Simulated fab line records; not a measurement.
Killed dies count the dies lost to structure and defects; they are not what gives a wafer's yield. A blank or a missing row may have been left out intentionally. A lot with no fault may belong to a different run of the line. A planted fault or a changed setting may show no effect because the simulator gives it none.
A struck lot beside a sound one || flow sky130 || 15 out of 708 route steps
Sound: the wafers L249.1, L249.4, L249.6. Wafers struck: L260.3, L260.4, L260.5. Last of all comes the cause.
At each step with rows: each side's tool, then ch and its chambers, then its first start. Under that, the readings that differ: sound wafers || struck wafers || difference of the means || sigmas: that difference in standard deviations of wafers without a fault.
alike: same words and numbers on both sides, and readings whose means sit less than 2 such deviations apart. not compared: any withheld reading, any reading some wafer has no value for, any bound like >300 that may hide the same value, and any number with overlapping values for which the record gives no deviation.
Wherever a step has rows on one side only, a row that says differs or no value, or a row with sigmas, the two part there. Numbers that have no deviation but don't overlap get no sigmas and don't part them. Lack of a reading on every wafer of one side parts them only where that side has two or more wafers.

SKY_VIA1_STRIP_16: strips in O2/N2.
  sound on plasma-asher-04 ch 0,1, day 34 05:20; struck on plasma-asher-02 ch 0,1, day 38 08:58
{"reading": "drypump-motor-current-A (A)", "sound": "4.98 5.34 5.00", "struck": "5.48 5.57 5.61", "difference": "+0.45", "sigmas": "+2"}
  alike: o2-flow-sccm, oes-product-au, strip-time-to-endpoint-s
  not compared: rf-hours-counter-h
then, 4 steps without rows for these wafers: SKY_VIA1_STRIP_17 (strips in post etch residue remover, time 1200 s); SKY_VIA1_CLEAN_18 (cleans in IPA, time 180 s); SKY_VIA1_CLEAN_19 (cleans in O3/DIW); SKY_VIA1_SPUTTER_20 (material TiN, target thk 20 nm, time 80 s).
SKY_VIA1_CVD_21: deposits W, target thk 270 nm, time 80.902 s.
  sound on cvd-w-01 ch 0,1, day 34 05:59; struck on cvd-w-01 ch 0,1, day 38 09:37
  alike: heater-power-w
SKY_VIA1_RS_MEAS_22: the measuring method here is four-point-probe.
  struck on film-metro-01, day 38 09:43; sound on film-metro-04, day 34 06:05
  alike: VIA1_W_RS
SKY_VIA1_THK_MEAS_23: measures by xrf.
  struck on film-metro-01, day 38 09:49; sound on film-metro-04, day 34 06:12
  alike: VIA1_W_THK
then, 2 steps without rows for these wafers: SKY_VIA1_CMP_24 (polishes, stops on SiO2, t overpolish 15 s, target thk 0 nm); SKY_METAL2_SPUTTER_00 (material Ti, target thk 15 nm, time 10 s).
SKY_METAL2_SPUTTER_01: material TiN, target thk 20 nm, time 16.7 s.
  struck on pvd-sputter-02, day 38 10:11; sound on pvd-sputter-02, day 34 06:38
  alike: chamber-pressure-pa, throttle-valve-pct
SKY_METAL2_SPUTTER_02: material AlCu, target thk 250 nm, time 13.3 s.
  struck on pvd-sputter-02, day 38 10:13; sound on pvd-sputter-02, day 34 06:40
  alike: chamber-pressure-pa, throttle-valve-pct
SKY_METAL2_SPUTTER_03: material Ti, target thk 5 nm, time 3.3 s.
  struck on pvd-sputter-02, day 38 10:14; sound on pvd-sputter-02, day 34 06:41
{"reading": "chamber-pressure-pa (Pa)", "sound": "0.4004 0.4001 0.4002", "struck": "0.4622 0.4632 0.4621", "difference": "+0.0623", "sigmas": "+83"}
  alike: throttle-valve-pct
SKY_METAL2_SPUTTER_04: material TiN, target thk 70 nm, time 58.3 s.
  struck on pvd-sputter-02, day 38 10:15; sound on pvd-sputter-02, day 34 06:42
  alike: chamber-pressure-pa, throttle-valve-pct
SKY_PAD_OPEN_PROBE_99:
  the record has rows for the sound wafers here (prober-02, day 46 03:25) and none for the struck ones

== WHERE THEY PART ==
At SKY_VIA1_STRIP_16 first; at SKY_PAD_OPEN_PROBE_99 last (within this record only).

WHY: what the simulator had put in
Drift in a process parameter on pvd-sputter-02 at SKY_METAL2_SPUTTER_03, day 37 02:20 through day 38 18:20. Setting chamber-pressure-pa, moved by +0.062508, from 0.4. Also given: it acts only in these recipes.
